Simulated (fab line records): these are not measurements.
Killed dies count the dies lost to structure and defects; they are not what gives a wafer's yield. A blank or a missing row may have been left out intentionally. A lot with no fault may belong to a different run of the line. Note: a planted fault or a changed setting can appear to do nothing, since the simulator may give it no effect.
The tool behind it: which one?    flow sky130    24 lots, 72 wafers sampled, at 6 steps of a route of 708

## WHAT EACH GAUGE READ, for each wafer
SKY_VIA2_CD_MEAS_12 targets a cd of 200 nm.
lot   measured      on         cd-nm (nm)
L074  day 35 21:08  cd-sem-02  199.4 198.5 199.7
L075  day 37 02:02  cd-sem-01  198.8 197.2 197.5
L076  day 37 16:07  cd-sem-02  199.0 200.4 200.2
L077  day 38 01:14  cd-sem-01  199.7 198.3 198.7
L078  day 38 16:16  cd-sem-02  199.7 198.6 200.9
L079  day 38 17:53  cd-sem-02  200.6 200.5 199.8
L081  day 38 19:47  cd-sem-02  200.2 200.4 200.5
L080  day 38 20:32  cd-sem-02  199.8 200.2 200.9
L083  day 38 22:23  cd-sem-02  199.7 198.7 199.8
L082  day 39 01:31  cd-sem-01  200.9 201.3 202.3
L084  day 39 16:15  cd-sem-01  202.5 202.6 202.5
L085  day 39 17:53  cd-sem-01  201.2 200.4 201.1
L086  day 39 23:25  cd-sem-01  198.3 198.4 198.8
L087  day 40 11:20  cd-sem-02  200.3 200.3 199.8
L088  day 40 19:13  cd-sem-02  202.2 201.0 201.6
L089  day 40 20:20  cd-sem-02  201.7 201.0 201.6
L090  day 41 00:21  cd-sem-02  201.6 201.3 201.2
L091  day 41 11:01  cd-sem-01  199.3 200.8 200.9
L092  day 42 05:56  cd-sem-02  200.7 199.4 201.8
L093  day 42 11:33  cd-sem-01  200.3 198.8 198.9
L095  day 42 16:20  cd-sem-02  200.7 200.1 201.4
L094  day 42 20:14  cd-sem-02  199.6 199.5 199.3
L096  day 42 21:14  cd-sem-02  199.9 200.4 199.2
L097  day 43 07:04  cd-sem-02  198.0 198.5 199.7

SKY_CAPM_OVL_MEAS_12.
lot   measured      on          CAPM_OVL (nm)
L074  day 37 00:35  overlay-01  -0.7 0.2 0.9
L075  day 38 04:46  overlay-01  2.5 5.3 3.4
L076  day 38 19:24  overlay-02  -1.3 0.7 -0.1
L077  day 39 03:23  overlay-02  2.0 1.0 1.3
L078  day 39 18:35  overlay-01  0.2 -0.8 -1.6
L079  day 39 20:03  overlay-01  1.3 1.2 0.3
L081  day 39 21:47  overlay-02  2.4 2.2 2.7
L080  day 39 22:24  overlay-01  0.4 1.1 0.5
L083  day 40 01:05  overlay-01  2.4 1.2 1.2
L082  day 40 02:41  overlay-01  1.4 2.4 2.4
L084  day 40 18:38  overlay-02  2.0 1.3 -0.1
L085  day 40 20:24  overlay-02  1.2 2.1 -2.0
L086  day 41 01:36  overlay-01  -0.1 -0.3 0.2
L087  day 41 13:21  overlay-01  0.5 1.8 -0.1
L088  day 41 20:26  overlay-02  2.2 1.6 3.6
L089  day 41 21:53  overlay-02  -0.6 0.7 -0.5
L090  day 42 01:34  overlay-01  1.1 -0.3 0.9
L091  day 42 12:15  overlay-02  1.6 2.5 1.1
L092  day 43 06:12  overlay-02  1.4 2.9 0.3
L093  day 43 11:24  overlay-01  -0.7 -0.4 -1.2
L095  day 43 16:17  overlay-02  0.5 0.9 0.2
L094  day 43 19:57  overlay-01  -3.0 -1.3 -1.5
L096  day 43 21:29  overlay-01  1.3 -0.3 2.1
L097  day 44 06:48  overlay-01  2.3 5.6 3.5

SKY_METAL3_OVL_MEAS_14.
lot   measured      on          METAL3_OVL (nm)
L074  day 38 02:49  overlay-01  3 -4 9
L075  day 39 06:22  overlay-02  -3 5 -9
L076  day 39 20:49  overlay-02  2 -1 -4
L077  day 40 03:09  overlay-02  -8 -12 -2
L078  day 40 20:14  overlay-01  -9 -7 4
L079  day 40 21:17  overlay-01  4 5 5
L081  day 40 22:57  overlay-01  12 -4 -4
L080  day 41 00:01  overlay-01  7 -9 -8
L083  day 41 02:22  overlay-01  11 -14 -4
L082  day 41 05:00  overlay-01  -1 -6 -7
L084  day 41 18:37  overlay-01  0 -5 3
L085  day 41 20:52  overlay-01  -6 2 -3
L086  day 42 02:01  overlay-02  0 -4 1
L087  day 42 13:52  overlay-02  7 8 -10
L088  day 42 20:37  overlay-02  -6 -8 2
L089  day 42 21:48  overlay-02  -5 0 -13
L090  day 43 01:14  overlay-02  -5 4 -6
L091  day 43 11:13  overlay-02  2 6 -4
L092  day 44 05:40  overlay-01  -3 7 -1
L093  day 44 10:16  overlay-01  -7 -11 8
L095  day 44 14:55  overlay-01  -9 -12 -6
L094  day 44 17:22  overlay-01  7 -1 -5
L096  day 44 20:19  overlay-01  -8 4 -8
L097  day 45 04:55  overlay-01  -6 -9 -6

## TOOL THAT RAN EACH LOT (tool first, then ch and the chambers of the sampled wafers, then the start)
lot   SKY_CONTACT_STRIP_19                  SKY_CAPM_SPUTTER_02           SKY_CAPM_METAL_ETCH_13
L074  plasma-asher-01 ch 0,1, day 31 03:29  pvd-sputter-01, day 35 22:55  rie-metal-04 ch 0,1, day 37 00:38
L075  plasma-asher-03 ch 0,1, day 32 10:09  pvd-sputter-02, day 37 03:46  rie-metal-02 ch 0,1, day 38 04:49
L076  plasma-asher-04 ch 0,1, day 33 01:13  pvd-sputter-01, day 37 17:51  rie-metal-03 ch 1, day 38 19:28
L077  plasma-asher-04 ch 0, day 33 09:43    pvd-sputter-01, day 38 03:04  rie-metal-04 ch 0, day 39 03:25
L078  plasma-asher-01 ch 0,1, day 34 02:42  pvd-sputter-01, day 38 17:59  rie-metal-04 ch 0,1, day 39 18:38
L079  plasma-asher-01 ch 0,1, day 34 05:55  pvd-sputter-01, day 38 19:40  rie-metal-04 ch 0,1, day 39 20:05
L081  plasma-asher-03 ch 0,1, day 34 07:13  pvd-sputter-02, day 38 21:34  rie-metal-03 ch 0,1, day 39 21:49
L080  plasma-asher-01 ch 0,1, day 34 08:44  pvd-sputter-02, day 38 22:18  rie-metal-02 ch 0, day 39 22:26
L083  plasma-asher-03 ch 0,1, day 34 09:07  pvd-sputter-04, day 39 00:09  rie-metal-03 ch 0,1, day 40 01:08
L082  plasma-asher-01 ch 0, day 34 11:43    pvd-sputter-04, day 39 03:17  rie-metal-02 ch 0, day 40 02:44
L084  plasma-asher-01 ch 0,1, day 35 01:13  pvd-sputter-02, day 39 18:15  rie-metal-03 ch 0,1, day 40 18:41
L085  plasma-asher-01 ch 0,1, day 35 04:22  pvd-sputter-01, day 39 19:41  rie-metal-03 ch 0,1, day 40 20:26
L086  plasma-asher-04 ch 0, day 35 12:37    pvd-sputter-02, day 40 01:09  rie-metal-03 ch 0,1, day 41 01:38
L087  plasma-asher-03 ch 0,1, day 36 00:04  pvd-sputter-04, day 40 13:09  rie-metal-03 ch 0,1, day 41 13:23
L088  plasma-asher-03 ch 1, day 36 08:37    pvd-sputter-01, day 40 20:59  rie-metal-04 ch 0,1, day 41 20:28
L089  plasma-asher-04 ch 0,1, day 36 10:02  pvd-sputter-01, day 40 22:06  rie-metal-03 ch 0,1, day 41 21:55
L090  plasma-asher-04 ch 0,1, day 36 14:00  pvd-sputter-02, day 41 02:03  rie-metal-03 ch 0,1, day 42 01:37
L091  plasma-asher-04 ch 1, day 37 01:28    pvd-sputter-01, day 41 12:45  rie-metal-04 ch 0,1, day 42 12:17
L092  plasma-asher-01 ch 0,1, day 37 21:52  pvd-sputter-04, day 42 07:39  rie-metal-03 ch 0,1, day 43 06:15
L093  plasma-asher-03 ch 1, day 38 05:20    pvd-sputter-01, day 42 13:19  rie-metal-03 ch 1, day 43 11:26
L095  plasma-asher-04 ch 0,1, day 38 09:23  pvd-sputter-01, day 42 18:06  rie-metal-02 ch 0,1, day 43 16:20
L094  plasma-asher-03 ch 0,1, day 38 11:25  pvd-sputter-01, day 42 22:03  rie-metal-02 ch 0,1, day 43 19:59
L096  plasma-asher-04 ch 0,1, day 38 13:46  pvd-sputter-01, day 42 22:59  rie-metal-02 ch 1, day 43 21:34
L097  plasma-asher-01 ch 0,1, day 39 02:44  pvd-sputter-01, day 43 08:49  rie-metal-04 ch 1, day 44 06:51
- SKY_CONTACT_STRIP_19: strips in O2/N2.
- SKY_CAPM_SPUTTER_02: material TiN, target thk 200 nm, time 174.7 s.
- SKY_CAPM_METAL_ETCH_13: etches TiN in Cl2/BCl3, stops on SiO2, target depth 220 nm, time 62.9 s.

## WHAT THE TOOLS THEMSELVES READ (means of the sampled wafers that have a number; where no wafer has one, the mark that the record gives instead)
SKY_CONTACT_STRIP_19.
lot   tool             drypump-motor-current-A (A)  oes-product-au (a.u.)  strip-time-to-endpoint-s (s)
L074  plasma-asher-01  5.8                          0.386                  3.594
L075  plasma-asher-03  5.9                          0.382                  3.600
L076  plasma-asher-04  5.3                          0.384                  3.631
L077  plasma-asher-04  6.3                          0.381                  3.610
L078  plasma-asher-01  5.8                          0.381                  3.624
L079  plasma-asher-01  5.7                          0.379                  3.623
L081  plasma-asher-03  5.9                          0.379                  3.638
L080  plasma-asher-01  5.7                          0.386                  3.638
L083  plasma-asher-03  5.9                          0.384                  3.652
L082  plasma-asher-01  5.6                          0.382                  3.603
L084  plasma-asher-01  5.7                          0.383                  3.631
L085  plasma-asher-01  5.7                          0.377                  3.603
L086  plasma-asher-04  6.3                          0.378                  3.611
L087  plasma-asher-03  5.9                          0.380                  3.588
L088  plasma-asher-03  5.8                          0.379                  3.621
L089  plasma-asher-04  5.3                          0.378                  3.613
L090  plasma-asher-04  5.3                          0.378                  3.614
L091  plasma-asher-04  4.8                          0.382                  3.610
L092  plasma-asher-01  5.8                          0.380                  3.617
L093  plasma-asher-03  5.8                          0.378                  3.602
L095  plasma-asher-04  5.8                          0.380                  3.589
L094  plasma-asher-03  5.9                          0.379                  3.590
L096  plasma-asher-04  5.8                          0.384                  3.603
L097  plasma-asher-01  5.8                          0.375                  3.618

SKY_CAPM_SPUTTER_02.
lot   tool            cathode-dc-power-W (W)  throttle-valve-pct (%)
L074  pvd-sputter-01  6500.2                  29.4
L075  pvd-sputter-02  6500.4                  30.4
L076  pvd-sputter-01  6499.9                  29.9
L077  pvd-sputter-01  6500.5                  29.3
L078  pvd-sputter-01  6500.8                  29.7
L079  pvd-sputter-01  6499.6                  29.5
L081  pvd-sputter-02  6500.5                  30.8
L080  pvd-sputter-02  6500.1                  30.8
L083  pvd-sputter-04  6499.8                  30.0
L082  pvd-sputter-04  6499.8                  29.8
L084  pvd-sputter-02  6499.2                  30.7
L085  pvd-sputter-01  6499.8                  29.5
L086  pvd-sputter-02  6501.2                  31.3
L087  pvd-sputter-04  6499.3                  30.2
L088  pvd-sputter-01  6499.3                  30.4
L089  pvd-sputter-01  6499.2                  30.0
L090  pvd-sputter-02  6499.1                  30.4
L091  pvd-sputter-01  6500.7                  30.1
L092  pvd-sputter-04  6500.8                  30.4
L093  pvd-sputter-01  6500.1                  29.5
L095  pvd-sputter-01  6499.9                  28.9
L094  pvd-sputter-01  6500.7                  29.4
L096  pvd-sputter-01  6499.7                  29.8
L097  pvd-sputter-01  6500.2                  29.7

SKY_CAPM_METAL_ETCH_13.
lot   tool          drypump-motor-current-A (A)  oes-product-au (a.u.)  throttle-valve-pct (%)
L074  rie-metal-04  5.59                         0.963                  21.882
L075  rie-metal-02  5.62                         0.963                  21.886
L076  rie-metal-03  5.49                         0.967                  21.878
L077  rie-metal-04  5.65                         0.975                  21.886
L078  rie-metal-04  5.60                         0.967                  21.882
L079  rie-metal-04  5.61                         0.971                  21.879
L081  rie-metal-03  5.30                         0.972                  21.876
L080  rie-metal-02  5.43                         0.971                  21.881
L083  rie-metal-03  5.30                         0.970                  21.890
L082  rie-metal-02  5.42                         0.959                  21.889
L084  rie-metal-03  5.39                         0.963                  21.882
L085  rie-metal-03  5.41                         0.970                  21.886
L086  rie-metal-03  5.31                         0.966                  21.880
L087  rie-metal-03  5.40                         0.961                  21.892
L088  rie-metal-04  5.55                         0.978                  21.885
L089  rie-metal-03  5.39                         0.969                  21.884
L090  rie-metal-03  5.31                         0.961                  21.883
L091  rie-metal-04  5.57                         0.972                  21.889
L092  rie-metal-03  5.29                         0.970                  21.877
L093  rie-metal-03  5.47                         0.981                  21.871
L095  rie-metal-02  5.51                         0.977                  21.885
L094  rie-metal-02  5.62                         0.972                  21.876
L096  rie-metal-02  5.71                         0.970                  21.888
L097  rie-metal-04  5.49                         0.973                  21.884

## THE ANSWER, worked out from the rows above alone
Rule: what is usual is taken from the lots themselves. Put in order of their means at a reading, lots are off if they are a third of the lots or fewer, leave a main group of 4 or more, and stand apart from it by a gap of 3 or more times the standard deviation of the main group's means; of several such gaps the widest counts. A main group whose means are all the same, to the digits that the tables above print for the reading, isn't used. Also off: a lot with no number at a reading for which 4 or more lots have one. Where the step has rows for the other lots, those lots are counted as sound. Order of review: gauges by route order, followed by the tools' own readings, for which a lot's mean as printed above is used. The first step at which some lot is off is used, and at that step the reading that is off furthest; a lot without a number counts as furthest.
Nothing can be told from this: no lot is off at any reading shown.

## WHAT THE SIMULATOR HAD PUT IN
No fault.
